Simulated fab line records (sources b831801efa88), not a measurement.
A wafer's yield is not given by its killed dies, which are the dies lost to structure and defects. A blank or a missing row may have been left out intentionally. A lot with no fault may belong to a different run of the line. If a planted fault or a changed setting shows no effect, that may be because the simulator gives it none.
A struck lot beside a sound one || flow sky130 || 17 out of 708 route steps
Sound: the wafers L104.2, L104.3, L104.6. Wafers L112.1, L112.2, L112.4 were the ones struck. The cause is named last.
Per side, at each step with rows, come the tool, then ch with its chambers, and then its first start. Under that, the readings that differ: sound wafers || struck wafers || difference of the means || sigmas: that difference in standard deviations of wafers without a fault.
alike: a reading whose means differ by less than 2 such deviations, as well as words and numbers matching on both sides. not compared: withheld readings; readings where some wafer has no value; bounds like >300 that might hide an equal value; numbers whose values overlap and for which the record gives no deviation.
The two part at a step that has a row with sigmas, a row that says differs or no value, or rows on one side only. When numbers do not overlap yet have no deviation, they are printed without sigmas and do not part them. A reading that every wafer of one side lacks parts them only if that side has two wafers or more.

first, 1 step without rows for these wafers: SKY_LDD_N_IMPLANT_15.
SKY_LDD_N_STRIP_16: strips in O2/N2.
  sound on plasmaAsher-03 ch 0,1, day 20 15:28; struck on plasmaAsher-04 ch 0,1, day 23 02:25
  alike: drypumpMotorCurrentA, oesProductAu, stripTimeToEndpointS
  not compared: rfHoursCounterH
SKY_LDD_N_TW_MEAS_17:
  sound on filmMetro-04 at day 20 15:34; struck on filmMetro-02 at day 23 02:31
  alike: LDD_N_TW
then, 7 steps without rows for these wafers: SKY_LDD_P_DEHYDRATE_00 (time 60 s); SKY_LDD_P_HMDS_01 (prime time 60 s); SKY_LDD_P_COAT_02 (resist thk 1140 nm); SKY_LDD_P_SOFTBAKE_03 (time 60 s); SKY_LDD_P_EXPOSE_04 (exposes mask PSDM, target cd 380 nm); SKY_LDD_P_PEB_05; SKY_LDD_P_DEVELOP_06 (develop time 60 s).
SKY_LDD_P_CD_MEAS_07 targets a cd of 380 nm.
  sound on cdSem-02 at day 21 22:34; struck on cdSem-02 at day 24 07:32
{"reading": "cdNm (nm)", "sound": "385.6 384.4 384.3", "struck": "376.1 379.2 379.7", "difference": -6.4, "sigmas": -3}
SKY_LDD_P_OVL_MEAS_08:
  sound on overlay-01 at day 21 22:40; struck on overlay-01 at day 24 07:40
  alike: LDD_P_OVL
SKY_LDD_P_IMPLANT_09:
  sound on implanter-04 ch 0, day 21 22:43; struck on implanter-04 ch 0, day 24 07:41
{"reading": "doseIonsCm2", "sound": "1.0002e+13 9.994e+12 1.0002e+13", "struck": "3.507e+12 3.491e+12 3.492e+12", "difference": -6.503e+12, "sigmas": "-99 or more"}
{"reading": "faradayCurrentUA", "sound": "55.3 56.4 55.0", "struck": "19.5 20.1 19.9", "difference": -35.7, "sigmas": -32}
  alike: beamOnS
SKY_LDD_P_STRIP_10: strips in O2/N2.
  sound on plasmaAsher-02 ch 0,1, day 21 22:50; struck on plasmaAsher-02 ch 0,1, day 24 07:50
  alike: drypumpMotorCurrentA, oesProductAu, stripTimeToEndpointS
  not compared: rfHoursCounterH
SKY_LDD_P_TW_MEAS_11:
  sound on filmMetro-02 at day 21 22:57; struck on filmMetro-04 at day 24 07:56
{"reading": "LDD_P_TW", "sound": "627 629 629", "struck": "459 458 458", "difference": -170, "sigmas": -36}
then, 1 step without rows for these wafers: SKY_LDD_HVN_DEHYDRATE_00 (time 60 s).
-- record jumps: 25 days separate the struck wafers' starts on either side; left off in module LDD_HVN, taken up again in module PAD_OPEN, whose first shown step is the route's number 708 --
SKY_PAD_OPEN_PROBE_99:
  sound on prober-02 at day 47 17:28; struck on prober-01 at day 49 05:19
{"reading": "killedAtFrontEnd", "sound": "21 24 13", "struck": "6 13 10", "difference": -10, "sigmas": -2}
{"reading": "model.etest.tipP.rsOhmSq", "sound": "6971 6963 7000", "struck": "1.674e+04 1.694e+04 1.671e+04", "difference": "+9.819e+03", "sigmas": ""}
{"reading": "model.etest.tipP.rsOhmSqRange", "sound": "192.3 191.3 268", "struck": "673.1 872.3 1116", "difference": "+669.9", "sigmas": ""}
{"reading": "model.etest.pfet_01v8.rOnOhmUm", "sound": "2948 3031 2960", "struck": "3060 3068 3032", "difference": "+74", "sigmas": ""}
{"reading": "model.etest.tipP.rsOhmSqRimLessCentre", "sound": "143.3 130.2 154.5", "struck": "322.8 311.7 239.8", "difference": "+148.8", "sigmas": ""}
{"reading": "model.etest.pfet_01v8.driveUaUm", "sound": "187 180.3 185.7", "struck": "177.3 179.2 179.2", "difference": -5.8, "sigmas": ""}
{"reading": "model.etest.pfet_01v8_hvt.driveUaUm", "sound": "139.1 135 138.5", "struck": "133.3 133.9 132.8", "difference": -4.2, "sigmas": ""}
  alike: killed_at_M0_to_M3, killed_at_M4_up, killedAtContacts, killedAtOther, killedDies, killedOpen, killedShort
  not compared: model.etest.sramPfetLatch.driveUaUm, model.etest.pfet_01v8_mvt.driveUaUm

== WHERE THEY PART ==
Earliest at SKY_LDD_P_CD_MEAS_07; latest, in this record, at SKY_PAD_OPEN_PROBE_99.

WHY: what the simulator had put in
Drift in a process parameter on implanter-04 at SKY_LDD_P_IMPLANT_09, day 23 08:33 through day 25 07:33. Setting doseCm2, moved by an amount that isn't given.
